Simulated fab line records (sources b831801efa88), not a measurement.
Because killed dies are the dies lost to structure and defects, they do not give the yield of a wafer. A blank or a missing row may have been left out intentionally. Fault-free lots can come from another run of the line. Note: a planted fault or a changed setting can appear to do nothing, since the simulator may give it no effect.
Comparing a struck lot with a sound one ; flow sky130 ; 35 out of 708 route steps
Sound: the wafers L614.3, L614.4, L614.6. Struck: wafers L628.3, L628.5 (left out: L628.4, a lot-mate that was not struck); the cause follows at the end.
Each step with rows lists, per side, the tool, then ch with its chambers, then its first start. Under that, the readings that differ: sound wafers ; struck wafers ; difference of the means ; sigmas: that difference in standard deviations of wafers without a fault.
alike: words and numbers the same on both sides, and readings whose means are apart by under 2 such deviations; not compared: readings that were withheld, readings missing a value for some wafer, numbers with overlapping values and no deviation given by the record, and bounds like >300 which may hide the same value.
A row with sigmas, a row that says differs or no value, or rows on one side alone: a step with any of these is where the two part. Numbers that don't overlap but have no deviation are shown without sigmas and don't part them. A reading that every wafer of one side lacks parts them only if that side has two wafers or more.

first, 10 steps without rows for these wafers: SKY_METAL3_HMDS_06 (prime time 60 s); SKY_METAL3_COAT_07 (resist thk 60 nm); SKY_METAL3_COAT_08 (resist thk 1140 nm); SKY_METAL3_SOFTBAKE_09 (time 90 s); SKY_METAL3_EXPOSE_10 (exposes mask MM3, target cd 300 nm); SKY_METAL3_PEB_11; SKY_METAL3_DEVELOP_12 (develop time 60 s); SKY_METAL3_DESCUM_15 (chemistry O2, time 8 s); SKY_METAL3_ETCH_16 (etches BARC in N2/H2, stops on SiO2, time 88.2 s, target depth 60 nm); SKY_METAL3_ETCH_17 (etches SiO2 in C4F8/O2/Ar, stops on TiN, time 3.9 s, target depth 15 nm).
SKY_METAL3_METAL_ETCH_18: etches the open film in Cl2/BCl3, stops on SiO2, target depth 845 nm, time 183.1 s.
  sound on rie-metal-03 ch 0,1, day 38 13:25; struck on rie-metal-02 ch 1, day 42 20:37
  alike: drypump-motor-current-A, oes-product-au, throttle-valve-pct
  not compared: rf-hours-counter-h
then, 23 steps without rows for these wafers: SKY_METAL3_STRIP_19 (strips in O2/N2); SKY_METAL3_STRIP_20 (strips in post etch residue remover, time 1200 s); SKY_METAL3_CLEAN_21 (cleans in IPA, time 180 s); SKY_METAL3_CLEAN_22 (cleans in O3/DIW); SKY_VIA3_HDPCVD_00 (deposits SiO2, target thk 1635 nm, time 272.5 s); SKY_VIA3_CMP_02 (polishes SiO2); SKY_VIA3_DEHYDRATE_04 (time 60 s); SKY_VIA3_HMDS_05 (prime time 60 s); SKY_VIA3_COAT_06 (resist thk 60 nm); SKY_VIA3_COAT_07 (resist thk 450 nm); SKY_VIA3_SOFTBAKE_08 (time 90 s); SKY_VIA3_EXPOSE_09 (exposes mask VIM3, target cd 200 nm); SKY_VIA3_PEB_10; SKY_VIA3_DEVELOP_11 (develop time 60 s); SKY_VIA3_ETCH_14 (etches BARC in N2/H2, stops on SiO2, time 45.9 s, target depth 60 nm); SKY_VIA3_ETCH_15 (etches SiO2 in C4F8/O2/Ar, stops on TiN, target depth 507 nm, time 78 s); SKY_VIA3_STRIP_16 (strips in O2/N2); SKY_VIA3_STRIP_17 (strips in post etch residue remover, time 1200 s); SKY_VIA3_CLEAN_18 (cleans in IPA, time 180 s); SKY_VIA3_CLEAN_19 (cleans in O3/DIW); SKY_VIA3_SPUTTER_20 (material TiN, target thk 20 nm, time 80 s); SKY_VIA3_CVD_21 (deposits W, target thk 390 nm, time 117.31 s); SKY_VIA3_CMP_24 (polishes, stops on SiO2, t overpolish 20 s, target thk 0 nm).
-- the record jumps here: 6 days lie between the struck wafers' starts before and after (it left off in module VIA3 and takes up again in module PAD_OPEN, whose first step shown is number 708 of the route) --
SKY_PAD_OPEN_PROBE_99:
  sound on prober-01 at day 45 17:38; struck on prober-02 at day 49 05:13
reading;sound;struck;difference;sigmas
defect-limited-yield (%);79.9 79.9 78.0;73.4 75.0;-5.1;-2
killed_at_M0_to_M3;50 47 55;85 88;+36;+5
killed-dies;99 99 108;131 123;+25;+2
killed-on-rim;19 20 25;28 32;+9;+2
sort_bin_3_pad_short (%);2.0 1.2 0.8;2.2 2.2;+0.9;+2
sort-n-pass;393 393 384;361 369;-25;-2
sort-yield-pct (%);79.9 79.9 78.0;73.4 75.0;-5.1;-2
model.etest.tester.sort-n-pass;393 393 384;361 369;-25;
model.etest.tester.sort-yield-pct (%);79.88 79.88 78.05;73.37 75;-5.08;
model.etest.tester.sort_bin_5_pct (%);11.38 11.79 14.02;17.07 14.43;+3.35;
model.etest.tester.sort_bin_3_pct (%);2.033 1.22 0.813;2.236 2.236;+0.881;
  alike: killed_at_M4_up, killed-at-contacts, killed-at-front-end, killed-at-other, killed-open, killed-short, sort_bin_5_function, sort_bin_6_memory

== WHERE THEY PART ==
SKY_PAD_OPEN_PROBE_99 only, going by this record.

WHY: what had been put in by the simulator
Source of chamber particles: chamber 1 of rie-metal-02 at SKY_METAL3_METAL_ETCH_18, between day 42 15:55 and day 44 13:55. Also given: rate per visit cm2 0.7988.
